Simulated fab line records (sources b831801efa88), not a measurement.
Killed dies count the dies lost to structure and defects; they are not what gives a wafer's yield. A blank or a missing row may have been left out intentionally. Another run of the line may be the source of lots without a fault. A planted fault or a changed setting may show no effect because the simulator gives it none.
fab line records	flow gf180mcu
record: lots: 7	wafers: 21	last_day: 33
route steps=602 shown MVSD@68 MVPSD@78 VT_IMPLANT@90
lots untouched by any fault: they come from a run of this same line in which no faults occurred
start_h: the number of hours between the record's first day and the start of the first shown wafer of the lot	wait_h: hours since the lot's step before	" identical to the entry in the row above	L1.1+2: a single row standing in for several wafers	- either no value or no given start	* or withheld: withheld	< > ~ a bound
route shown NAME@n: a module of which the file shows steps, and the number in the route of the first	usual: mean/standard deviation of fault-free wafers	same: alike in all rows	chamber/n: place in a boat	sites: each site's reading	_std_site: standard deviation across them	_edge_site: inner sites' mean taken away from outer sites' mean	radius_mm: for every site, how far away it sits from the centre of the wafer	mask NAME#n: copy n	behind: the most recent tool/chamber to have shaped the wafer	hold: the reason the lot was held/the length of the hold in hours/how it ended	device: names the non-switching transistor (n, p or np)	end of line: the route-end tests of the same wafers	for a step that has no rows: nothing shown but its recipe	killed: count of dies lost to structure and defects at first sort (not the wafer's yield)	map: the dies of a wafer, with x for killed, . for not killed, _ for no die there
set.NAME: setting as actually run; set.NAME@STEP: the setting as run at that earlier step	model.NAME: the simulator's own value behind a step, which no gauge read
lots at some steps of the route; a table a step, a row a wafer
services: from which hour (start_h, from the record's first day; less than 0 if before it) a tool's chamber was out of use, for how many hours, and why
== steps ==
step: GF_MVSD_COAT_02
recipe: spin_rpm: 2000	resist_thk_nm: 3000
step: GF_MVSD_SOFTBAKE_03
recipe: temp_c: 110	time_s: withheld
step: GF_MVSD_EXPOSE_04
recipe: mask_id: MVSD	target_cd_nm: 1000	na: 0.6	source_shape: conventional	sigma_outer: 0.6	dose_mj: 260
step: GF_MVSD_PEB_05
recipe: temp_c: 115	time_s: withheld
step: GF_MVSD_DEVELOP_06
recipe: wall_angle_deg: 90	develop_time_s: 60	dev_temp_c: 23
step: GF_MVSD_OVL_MEAS_07
usual: MVSD_OVL: 0.1/1.2
lot.wafer	tool	chamber	start_h	wait_h	MVSD_OVL[nm]
L677.1	overlay-01	-	112.23	-	0.7
L677.2	"	-	"	"	-0.3
L677.3	"	-	"	"	0.7
L678.1	overlay-02	-	119.58	-	1.5
L678.2	"	-	"	"	0.6
L678.6	"	-	"	"	0.1
L682.3	overlay-02	-	140.52	-	2.4
L682.4	"	-	"	"	0.1
L682.6	"	-	"	"	1.0
L683.1	overlay-01	-	149.68	-	0.5
L683.4	"	-	"	"	-0.2
L683.5	"	-	"	"	1.8
L684.2	overlay-02	-	155.07	-	2.4
L684.4	"	-	"	"	2.7
L684.5	"	-	"	"	3.5
L691.2	overlay-01	-	195.46	-	-0.2
L691.4	"	-	"	"	0.8
L691.6	"	-	"	"	-0.4
L693.1	overlay-01	-	202.18	-	0.5
L693.2	"	-	"	"	-0.2
L693.4	"	-	"	"	1.7
step: GF_MVSD_IMPLANT_08
recipe: species: P	energy_kev: 400	dose_cm2: 1.6e+13	tilt_deg: 0
step: GF_MVSD_IMPLANT_09
recipe: species: P	energy_kev: 100	dose_cm2: 5e+12	tilt_deg: 0
step: GF_MVSD_STRIP_10
recipe: chemistry: O2/N2	power_w: 1400	pressure_mtorr: 1500	platen_temp_c: 250	o2_flow_sccm: 3000	n2_flow_sccm: 300	overash_fraction: 0.5
usual: drypump_motor_current_A: 5.9/0.4	heater_power_w: 327/20	oes_product_au: 0.722/0.0044	strip_time_to_endpoint_s: 36.98/0.096
same: overash_fraction: 0.5
lot.wafer	tool	chamber	start_h	wait_h	drypump_motor_current_A	heater_power_w	oes_product_au	rf_hours_counter_h	strip_time_to_endpoint_s
L677.1	plasma_asher-04	1	112.57	0.1	6.2	336	0.721	46	36.93
L677.2	"	0	"	"	5.2	302	0.724	46	36.90
L677.3	"	1	"	"	6.2	347	0.715	-	36.88
L678.1	plasma_asher-01	1	119.92	0.1	6.3	280	0.722	33	37.07
L678.2	"	0	"	"	5.6	328	0.723	33	37.03
L678.6	"	1	"	"	6.3	279	0.728	-	37.08
L682.3	plasma_asher-04	0	140.87	0.1	5.1	308	0.724	-	36.87
L682.4	"	1	"	"	6.2	339	0.722	-	36.98
L682.6	"	0	"	"	5.1	304	0.727	-	36.99
L683.1	plasma_asher-04	1	150.02	0.1	6.2	343	0.731	50	37.06
L683.4	"	1	"	"	6.2	342	0.718	-	36.93
L683.5	"	1	"	"	6.2	343	0.724	-	37.01
L684.2	plasma_asher-02	0	155.40	0.1	6.1	335	0.729	51	36.96
L684.4	"	0	"	"	6.1	330	0.725	-	36.99
L684.5	"	1	"	"	6.0	336	0.720	-	37.14
L691.2	plasma_asher-04	1	195.79	0.1	6.2	336	0.723	54	36.85
L691.4	"	1	"	"	6.2	342	0.722	-	36.96
L691.6	"	1	"	"	6.2	344	0.731	-	36.83
L693.1	plasma_asher-01	1	202.51	0.1	6.3	277	0.721	42	37.06
L693.2	"	0	"	"	5.6	317	0.721	42	37.09
L693.4	"	0	"	"	5.6	319	0.730	-	37.07
step: GF_MVSD_TW_MEAS_11
usual: MVSD_TW: 1571/10
lot.wafer	tool	chamber	start_h	wait_h	MVSD_TW
L677.1	film_metro-01	-	112.67	0.1	1563
L677.2	"	-	"	"	1562
L677.3	"	-	"	"	1559
L678.1	film_metro-04	-	120.02	0.1	1575
L678.2	"	-	"	"	1566
L678.6	"	-	"	"	1574
L682.3	film_metro-01	-	140.96	0.1	1559
L682.4	"	-	"	"	1570
L682.6	"	-	"	"	1568
L683.1	film_metro-03	-	150.12	0.1	1591
L683.4	"	-	"	"	1591
L683.5	"	-	"	"	1592
L684.2	film_metro-04	-	155.51	0.1	1565
L684.4	"	-	"	"	1560
L684.5	"	-	"	"	1565
L691.2	film_metro-01	-	195.90	0.1	1569
L691.4	"	-	"	"	1563
L691.6	"	-	"	"	1559
L693.1	film_metro-01	-	202.61	0.1	1568
L693.2	"	-	"	"	1556
L693.4	"	-	"	"	1560
step: GF_MVPSD_DEHYDRATE_00
recipe: temp_c: 200	time_s: 60
step: GF_MVPSD_HMDS_01
recipe: prime_time_s: 60	prime_temp_c: 120
step: GF_MVPSD_COAT_02
recipe: spin_rpm: 2000	resist_thk_nm: 3000
usual: chill_plate_temp_C: 23.02/0.11	dispense_pressure_kPa: 48.4/1.1
lot.wafer	tool	chamber	start_h	wait_h	chill_plate_temp_C	dispense_pressure_kPa
L677.1	litho_track-02	0	120.40	0.1	23.13	48.3
L677.2	"	0	"	"	23.09	48.3
L677.3	"	0	"	"	23.11	48.3
L678.1	litho_track-01	0	127.57	0.1	22.93	47.0
L678.2	"	0	"	"	22.94	47.0
L678.6	"	0	"	"	22.83	47.0
L682.3	litho_track-04	-	148.43	0.1	-	-
L682.4	"	-	"	"	-	-
L682.6	"	-	"	"	-	-
L683.1	litho_track-01	-	158.32	0.1	-	-
L683.4	"	-	"	"	-	-
L683.5	"	-	"	"	-	-
L684.2	litho_track-02	-	163.08	0.1	-	-
L684.4	"	-	"	"	-	-
L684.5	"	-	"	"	-	-
L691.2	litho_track-01	0	204.35	0.1	23.10	47.0
L691.4	"	0	"	"	23.11	47.0
L691.6	"	0	"	"	23.27	47.0
L693.1	litho_track-02	0	210.80	0.1	23.00	48.3
L693.2	"	0	"	"	22.93	48.3
L693.4	"	0	"	"	22.99	48.3
step: GF_MVPSD_SOFTBAKE_03
recipe: temp_c: 110	time_s: withheld
step: GF_MVPSD_EXPOSE_04
recipe: mask_id: MVPSD	target_cd_nm: 1000	na: 0.6	source_shape: conventional	sigma_outer: 0.6	dose_mj: 260
step: GF_MVPSD_PEB_05
recipe: temp_c: 115	time_s: withheld
step: GF_MVPSD_DEVELOP_06
recipe: wall_angle_deg: 90	develop_time_s: 60	dev_temp_c: 23
step: GF_MVPSD_OVL_MEAS_07
usual: MVPSD_OVL: 0.1/1.7
lot.wafer	tool	chamber	start_h	wait_h	MVPSD_OVL[nm]
L677.1	overlay-01	-	128.27	-	2.1
L677.2	"	-	"	"	1.2
L677.3	"	-	"	"	1.6
L678.1	overlay-02	-	135.47	-	-0.6
L678.2	"	-	"	"	0.1
L678.6	"	-	"	"	0.5
L682.3	overlay-02	-	157.04	-	-
L682.4	"	-	"	"	-
L682.6	"	-	"	"	-
L683.1	overlay-01	-	166.03	-	-
L683.4	"	-	"	"	-
L683.5	"	-	"	"	-
L684.2	overlay-01	-	171.78	-	-
L684.4	"	-	"	"	-
L684.5	"	-	"	"	-
L691.2	overlay-01	-	212.76	-	0.6
L691.4	"	-	"	"	-0.2
L691.6	"	-	"	"	1.1
L693.1	overlay-02	-	219.77	-	1.2
L693.2	"	-	"	"	-0.6
L693.4	"	-	"	"	1.0
step: GF_MVPSD_IMPLANT_08
recipe: species: B	energy_kev: 170	dose_cm2: 1.5e+13	tilt_deg: 0
step: GF_MVPSD_IMPLANT_09
recipe: species: B	energy_kev: 40	dose_cm2: 5e+12	tilt_deg: 0
step: GF_MVPSD_STRIP_10
recipe: chemistry: O2/N2	power_w: 1400	pressure_mtorr: 1500	platen_temp_c: 250	o2_flow_sccm: 3000	n2_flow_sccm: 300	overash_fraction: 0.5
usual: drypump_motor_current_A: 5.8/0.59	heater_power_w: 316/28	oes_product_au: 0.722/0.0042	strip_time_to_endpoint_s: 37.00/0.12
same: overash_fraction: 0.5
lot.wafer	tool	chamber	start_h	wait_h	drypump_motor_current_A	heater_power_w	oes_product_au	rf_hours_counter_h	strip_time_to_endpoint_s
L677.1	plasma_asher-01	0	128.61	0.1	5.5	320	0.723	34	37.07
L677.2	"	1	"	"	6.3	279	0.718	34	37.15
L677.3	"	0	"	"	5.6	326	0.721	-	37.18
L678.1	plasma_asher-03	1	135.81	0.1	6.5	319	0.721	2	37.19
L678.2	"	0	"	"	4.8	370	0.721	2	37.16
L678.6	"	0	"	"	4.8	367	0.719	-	37.13
L682.3	plasma_asher-03	0	157.40	0.1	4.8	360	-	-	-
L682.4	"	1	"	"	6.5	300	-	-	-
L682.6	"	1	"	"	6.5	311	-	-	-
L683.1	plasma_asher-04	1	166.37	0.1	6.2	332	-	51	-
L683.4	"	0	"	"	5.2	303	-	-	-
L683.5	"	1	"	"	6.2	347	-	-	-
L684.2	plasma_asher-01	0	172.11	0.1	5.6	324	-	39	-
L684.4	"	0	"	"	5.6	318	-	-	-
L684.5	"	0	"	"	5.5	320	-	-	-
L691.2	plasma_asher-03	0	213.09	0.1	4.8	361	0.717	10	37.13
L691.4	"	0	"	"	4.8	366	0.724	-	37.01
L691.6	"	1	"	"	6.5	308	0.708	-	37.05
L693.1	plasma_asher-04	0	220.11	0.1	5.1	300	0.719	57	37.13
L693.2	"	1	"	"	6.2	344	0.727	57	37.16
L693.4	"	0	"	"	5.2	303	0.731	-	37.16
step: GF_MVPSD_TW_MEAS_11
usual: MVPSD_TW: 551/3.2
lot.wafer	tool	chamber	start_h	wait_h	MVPSD_TW
L677.1	film_metro-01	-	128.71	0.1	553
L677.2	"	-	"	"	552
L677.3	"	-	"	"	550
L678.1	film_metro-03	-	135.91	0.1	552
L678.2	"	-	"	"	553
L678.6	"	-	"	"	556
L682.3	film_metro-03	-	157.49	0.1	557
L682.4	"	-	"	"	558
L682.6	"	-	"	"	559
L683.1	film_metro-04	-	166.47	0.1	552
L683.4	"	-	"	"	551
L683.5	"	-	"	"	550
L684.2	film_metro-04	-	172.22	0.1	547
L684.4	"	-	"	"	549
L684.5	"	-	"	"	548
L691.2	film_metro-01	-	213.20	0.1	550
L691.4	"	-	"	"	548
L691.6	"	-	"	"	551
L693.1	film_metro-03	-	220.21	0.1	551
L693.2	"	-	"	"	554
L693.4	"	-	"	"	554
step: GF_VT_IMPLANT_DEHYDRATE_00
recipe: temp_c: 200	time_s: 60
step: GF_VT_IMPLANT_HMDS_01
recipe: prime_time_s: 60	prime_temp_c: 120
step: GF_VT_IMPLANT_COAT_02
recipe: resist: NOVOLAK	spin_rpm: 3000	resist_thk_nm: 1000
step: GF_VT_IMPLANT_SOFTBAKE_03
recipe: temp_c: 90	time_s: 60	resist: NOVOLAK
step: GF_VT_IMPLANT_EXPOSE_04
recipe: mask_id: LVPWELL_LV_AREA	target_cd_nm: 600	na: 0.6	source_shape: conventional	sigma_outer: 0.6	dose_mj: 140
step: GF_VT_IMPLANT_PEB_05
recipe: temp_c: withheld	time_s: *	resist: NOVOLAK
step: GF_VT_IMPLANT_DEVELOP_06
recipe: develop_time_s: 60	dev_temp_c: 23
step: GF_VT_IMPLANT_OVL_MEAS_07
usual: VT_IMPLANT_OVL: -0.1/1.6
lot.wafer	tool	chamber	start_h	wait_h	VT_IMPLANT_OVL[nm]
L677.1	overlay-02	-	144.62	0.1	0.6
L677.2	"	-	"	"	0.6
L677.3	"	-	"	"	0.1
L678.1	overlay-02	-	151.36	0.1	1.0
L678.2	"	-	"	"	1.3
L678.6	"	-	"	"	0.1
L682.3	overlay-02	-	173.02	0.1	2.3
L682.4	"	-	"	"	1.5
L682.6	"	-	"	"	1.7
L683.1	overlay-01	-	181.96	0.1	-2.0
L683.4	"	-	"	"	-1.4
L683.5	"	-	"	"	-1.2
L684.2	overlay-01	-	187.37	0.1	1.3
L684.4	"	-	"	"	-0.4
L684.5	"	-	"	"	0.3
L691.2	overlay-01	-	229.38	0.1	-1.8
L691.4	"	-	"	"	-0.8
L691.6	"	-	"	"	-0.9
L693.1	overlay-02	-	238.08	0.1	0.9
L693.2	"	-	"	"	0.3
L693.4	"	-	"	"	0.7
step: GF_VT_IMPLANT_IMPLANT_08
recipe: species: BF2	energy_kev: 20	dose_cm2: 8.29e+12	tilt_deg: 7
step: GF_VT_IMPLANT_STRIP_09
recipe: chemistry: O2/N2	power_w: 1400	pressure_mtorr: 1500	platen_temp_c: 250	o2_flow_sccm: 3000	n2_flow_sccm: 300	overash_fraction: 0.5
usual: drypump_motor_current_A: 5.9/0.51	heater_power_w: 326/26	oes_product_au: 0.716/0.0046	strip_time_to_endpoint_s: 12.62/0.03
same: overash_fraction: 0.5
lot.wafer	tool	chamber	start_h	wait_h	drypump_motor_current_A	heater_power_w	oes_product_au	rf_hours_counter_h	strip_time_to_endpoint_s
L677.1	plasma_asher-02	1	144.81	0.1	6.1	344	0.711	50	12.68
L677.2	"	0	"	"	6.1	331	0.710	50	12.65
L677.3	"	1	"	"	6.1	341	0.721	-	12.63
L678.1	plasma_asher-02	0	151.55	0.1	6.1	329	0.722	51	12.61
L678.2	"	1	"	"	6.0	347	0.713	51	12.62
L678.6	"	1	"	"	6.0	348	0.716	-	12.61
L682.3	plasma_asher-02	1	173.23	0.1	6.0	345	0.723	-	12.63
L682.4	"	0	"	"	6.1	340	0.717	-	12.61
L682.6	"	0	"	"	6.1	335	0.714	-	12.58
L683.1	plasma_asher-03	1	182.15	0.1	6.5	305	0.719	7	12.64
L683.4	"	1	"	"	6.5	306	0.712	-	12.64
L683.5	"	1	"	"	6.5	317	0.718	-	12.63
L684.2	plasma_asher-03	1	187.55	0.1	6.5	311	0.714	8	12.63
L684.4	"	0	"	"	4.7	370	0.715	-	12.64
L684.5	"	1	"	"	6.5	299	0.720	-	12.62
L691.2	plasma_asher-03	0	229.56	0.1	4.7	370	0.721	12	12.62
L691.4	"	1	"	"	6.5	310	0.722	-	12.61
L691.6	"	0	"	"	4.8	361	0.717	-	12.63
L693.1	plasma_asher-01	0	238.26	0.1	5.6	319	0.721	46	12.59
L693.2	"	1	"	"	6.3	278	0.714	46	12.62
L693.4	"	1	"	"	6.3	289	0.722	-	12.64
step: GF_VT_IMPLANT_TW_MEAS_10
usual: VT_IMPLANT_TW: 562/3.3
lot.wafer	tool	chamber	start_h	wait_h	VT_IMPLANT_TW
L677.1	film_metro-01	-	144.91	0.1	555
L677.2	"	-	"	"	560
L677.3	"	-	"	"	561
L678.1	film_metro-02	-	151.65	0.1	565
L678.2	"	-	"	"	563
L678.6	"	-	"	"	564
L682.3	film_metro-02	-	173.32	0.1	697
L682.4	"	-	"	"	697
L682.6	"	-	"	"	693
L683.1	film_metro-03	-	182.25	0.1	698
L683.4	"	-	"	"	698
L683.5	"	-	"	"	698
L684.2	film_metro-02	-	187.66	0.1	698
L684.4	"	-	"	"	701
L684.5	"	-	"	"	692
L691.2	film_metro-01	-	229.67	0.1	558
L691.4	"	-	"	"	557
L691.6	"	-	"	"	557
L693.1	film_metro-02	-	238.36	0.1	560
L693.2	"	-	"	"	560
L693.4	"	-	"	"	558
step: GF_VT_IMPLANT_DEHYDRATE_11
recipe: temp_c: 200	time_s: 60
step: GF_VT_IMPLANT_HMDS_12
recipe: prime_time_s: 60	prime_temp_c: 120
step: GF_VT_IMPLANT_COAT_13
recipe: resist: NOVOLAK	spin_rpm: 3000	resist_thk_nm: 1000
step: GF_VT_IMPLANT_SOFTBAKE_14
recipe: temp_c: 90	time_s: 60	resist: NOVOLAK
step: GF_VT_IMPLANT_EXPOSE_15
recipe: mask_id: Nwell_LV_AREA	target_cd_nm: 860	na: 0.6	source_shape: conventional	sigma_outer: 0.6	dose_mj: 140
step: GF_VT_IMPLANT_PEB_16
recipe: temp_c: withheld	time_s: *	resist: NOVOLAK
step: GF_VT_IMPLANT_DEVELOP_17
recipe: develop_time_s: 60	dev_temp_c: 23
step: GF_VT_IMPLANT_OVL_MEAS_18
usual: VT_IMPLANT_01_OVL: -0.4/1.8
lot.wafer	tool	chamber	start_h	wait_h	VT_IMPLANT_01_OVL[nm]
L677.1	overlay-01	-	160.16	0.1	0.5
L677.2	"	-	"	"	0.2
L677.3	"	-	"	"	0.7
L678.1	overlay-01	-	165.86	0.1	-2.2
L678.2	"	-	"	"	-2.3
L678.6	"	-	"	"	-2.9
L682.3	overlay-01	-	187.73	0.1	-3.0
L682.4	"	-	"	"	-4.8
L682.6	"	-	"	"	-2.1
L683.1	overlay-02	-	198.31	0.1	-0.4
L683.4	"	-	"	"	-0.3
L683.5	"	-	"	"	-0.4
L684.2	overlay-02	-	204.77	0.1	-2.9
L684.4	"	-	"	"	-2.1
L684.5	"	-	"	"	-3.2
L691.2	overlay-02	-	248.33	0.1	0.9
L691.4	"	-	"	"	0.1
L691.6	"	-	"	"	2.2
L693.1	overlay-01	-	256.18	0.1	-0.7
L693.2	"	-	"	"	-1.1
L693.4	"	-	"	"	-1.7
step: GF_VT_IMPLANT_IMPLANT_19
recipe: species: As	energy_kev: 100	dose_cm2: 4.35e+12	tilt_deg: 7
step: GF_VT_IMPLANT_TW_MEAS_21
usual: VT_IMPLANT_2_TW: 1212/7.3
lot.wafer	tool	chamber	start_h	wait_h	VT_IMPLANT_2_TW
L677.1	film_metro-03	-	160.81	0.1	1213
L677.2	"	-	"	"	1218
L677.3	"	-	"	"	1225
L678.1	film_metro-02	-	166.15	0.1	1214
L678.2	"	-	"	"	1210
L678.6	"	-	"	"	1218
L682.3	film_metro-01	-	188.03	0.1	1235
L682.4	"	-	"	"	1233
L682.6	"	-	"	"	1228
L683.1	film_metro-02	-	198.60	0.1	1252
L683.4	"	-	"	"	1248
L683.5	"	-	"	"	1246
L684.2	film_metro-03	-	205.06	0.1	1245
L684.4	"	-	"	"	1246
L684.5	"	-	"	"	1248
L691.2	film_metro-03	-	248.62	0.1	1217
L691.4	"	-	"	"	1217
L691.6	"	-	"	"	1210
L693.1	film_metro-03	-	256.46	0.1	1213
L693.2	"	-	"	"	1207
L693.4	"	-	"	"	1216
step: GF_VT_IMPLANT_TW_MEAS_32
usual: VT_IMPLANT_3_TW: 268.1/1.4
lot.wafer	tool	chamber	start_h	wait_h	VT_IMPLANT_3_TW
L677.1	film_metro-03	-	176.65	0.1	266.5
L677.2	"	-	"	"	267.7
L677.3	"	-	"	"	267.9
L678.1	film_metro-02	-	182.06	0.1	269.5
L678.2	"	-	"	"	269.8
L678.6	"	-	"	"	268.2
L682.3	film_metro-03	-	205.37	0.1	571.4
L682.4	"	-	"	"	568.9
L682.6	"	-	"	"	568.7
L683.1	film_metro-01	-	215.30	0.1	565.7
L683.4	"	-	"	"	569.8
L683.5	"	-	"	"	564.7
L684.2	film_metro-02	-	222.12	0.1	566.0
L684.4	"	-	"	"	565.4
L684.5	"	-	"	"	566.9
L691.2	film_metro-03	-	267.26	0.1	268.4
L691.4	"	-	"	"	268.9
L691.6	"	-	"	"	268.0
L693.1	film_metro-02	-	275.45	0.1	267.3
L693.2	"	-	"	"	267.0
L693.4	"	-	"	"	268.6
step: GF_VT_IMPLANT_TW_MEAS_43
usual: VT_IMPLANT_4_TW: 688/3.8
lot.wafer	tool	chamber	start_h	wait_h	VT_IMPLANT_4_TW
L677.1	film_metro-02	-	192.80	0.1	690
L677.2	"	-	"	"	695
L677.3	"	-	"	"	693
L678.1	film_metro-02	-	198.30	0.1	695
L678.2	"	-	"	"	690
L678.6	"	-	"	"	689
L682.3	film_metro-02	-	223.18	0.1	776
L682.4	"	-	"	"	779
L682.6	"	-	"	"	775
L683.1	film_metro-01	-	233.31	0.1	771
L683.4	"	-	"	"	777
L683.5	"	-	"	"	777
L684.2	film_metro-02	-	240.61	0.1	784
L684.4	"	-	"	"	785
L684.5	"	-	"	"	786
L691.2	film_metro-01	-	286.02	0.1	688
L691.4	"	-	"	"	687
L691.6	"	-	"	"	687
L693.1	film_metro-02	-	295.26	0.1	687
L693.2	"	-	"	"	688
L693.4	"	-	"	"	685
== services ==
tool	chamber	start_h	hours	kind
plasma_asher-03	-	108.75	9.0	pm
plasma_asher-03	0	108.75	9.0	vent_cycle
plasma_asher-03	1	108.75	9.0	vent_cycle
plasma_asher-03	0	117.75	-	clean
plasma_asher-03	1	117.75	-	clean
plasma_asher-01	-	135.20	5.2	repair
plasma_asher-04	-	155.03	2.8	pm
== key ==
first_sign: step: GF_MVPSD_COAT_02	reading: tool_record	direction: missing
effect: step: GF_MVPSD_OVL_MEAS_07	reading: MVPSD_OVL	direction: missing
effect: step: GF_VT_IMPLANT_TW_MEAS_10	reading: VT_IMPLANT_TW	direction: up	sigmas: 41	usual: 562	struck: 697
effect: step: GF_VT_IMPLANT_TW_MEAS_21	reading: VT_IMPLANT_2_TW	direction: up	sigmas: 4.1	usual: 1212	struck: 1242
effect: step: GF_VT_IMPLANT_TW_MEAS_32	reading: VT_IMPLANT_3_TW	direction: up	sigmas: 99+	usual: 268.1	struck: 567.5
effect: step: GF_VT_IMPLANT_TW_MEAS_43	reading: VT_IMPLANT_4_TW	direction: up	sigmas: 24	usual: 688	struck: 779
met_at GF_MVPSD_COAT_02
struck_wafers L682.3,L682.4,L682.6,L683.1,L683.4,L683.5,L684.2,L684.4,L684.5
sort_left_out L682.3,L682.4,L682.6,L683.1,L683.4,L683.5,L684.2,L684.4,L684.5
tester_left_out L682,L683,L684
onset_between 127.57 148.43
fault: kind: skipped_step_whole	tool: litho_track-01,litho_track-02,litho_track-04	chamber: -	onset_h: 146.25	steps: GF_MVPSD_COAT_02	scope: struck_lots_only
tester_left_out: of these lots the tester's yield and bins aren't shown, on N5 and GAA mostly nor the transistor test; their killed dies are dies lost to structure and defects alone, not to doping, threshold or leakage, so they don't give the yield
sort_left_out: the simulated sort isn't trusted on such a fault, so these wafers' sort isn't shown, and their yield isn't known
